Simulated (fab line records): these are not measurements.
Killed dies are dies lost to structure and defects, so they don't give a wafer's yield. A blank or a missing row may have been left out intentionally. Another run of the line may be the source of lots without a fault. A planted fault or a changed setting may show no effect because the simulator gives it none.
Problem report, 8D (eight disciplines) form, completed by code | flow gf180mcu | the parts of the form that need people (team, actions taken, sign-off) are left out

== 1. THE PROBLEM ==
Across 6 wafers from 2 lots, SALICIDE_TIN_RS at GF_SALICIDE_RS_MEAS_04 averages 20.70 ohm/sq, while fault-free wafers read 16.44 ohm/sq with a standard deviation of 0.27. That is +16 standard deviations from the usual mean.
The step: measures by four-point-probe.
First seen on wafer L704.1, day 17 01:39, on film metro-04. At this step, 39 wafers from 13 lots have a number in the record. The rule behind "out" and "out of limits": a value lying over 4 standard deviations away from the usual mean. The other wafers with a number count as sound.

== 2. WHAT IT IS, AND WHAT IT ISN'T ==
question                    | is                     | is not
which readings at this step | SALICIDE_TIN_RS        | -
which lots                  | L704, L706             | L699, L700, L711, L714, L715, L716, L717, L718, L719, L720, L721
which wafers of those lots  | all that have a number | -
read on which gauges        | film metro-04          | film metro-01, film metro-02
when                        | from day 17 01:39      | up to then (6 sound wafers); but 27 sound wafers of L711, L714, L715, L716, L717, L718, L719, L720, L721 came after

== 3. WHAT RULES OUT EACH SUSPECT ==
Counting: any tool at a process step up to the reading is kept as a suspect provided that every lot that is out went through it and no sound lot did after the first of them.
- the gauge at GF_SALICIDE_RS_MEAS_04: kept. All the wafers that are out were read on film metro-04, and no step on other tools shows them out.
- pvd sputter-02 at GF_SALICIDE_SPUTTER_02 (material Co, target thk 10 nm, time 20 s): ruled out as a lasting fault. The sound lots L719, L721 went through it after L704, its earliest lot that is out (day 17 01:36).
The count leaves film metro-04 at GF_SALICIDE_RS_MEAS_04.

== 4. THE CAUSE (what the simulator had put in) ==
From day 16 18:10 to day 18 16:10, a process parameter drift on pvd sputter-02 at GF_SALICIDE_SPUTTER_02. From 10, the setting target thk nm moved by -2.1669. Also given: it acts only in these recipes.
Counting ruled it out, wrongly: the rule takes a fault to strike every lot that its tool runs from its start on, and this one did not.

== 5. THE EFFECT CHAIN, in route order ==
Each row: a reading where the mean over the struck wafers with a number is more than 3 standard deviations away from the usual. Readings are gone through only where the record gives a usual standard deviation; hours: the median, over the lots, of the time from a lot's start at the first step in this table giving one to that lot's start at this step; sigmas: the change measured in usual standard deviations.
hours | step                   | reading         | usual        | on struck wafers | change | sigmas
0     | GF_SALICIDE_RS_MEAS_04 | SALICIDE_TIN_RS | 16.44 ohm/sq | 20.70            | +4.26  | +16

== 6. HOW IT WOULD HAVE BEEN CAUGHT EARLIER ==
Counted from the fault's start at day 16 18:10, it took 7 hours until the first out-of-limits reading at a measuring or inspecting step in this record, taken at day 17 01:39.
Tool readings at GF_SALICIDE_SPUTTER_02 with a usual standard deviation given in the record: none out on any struck wafer, hence no alarm at a limit of 4 standard deviations on them.
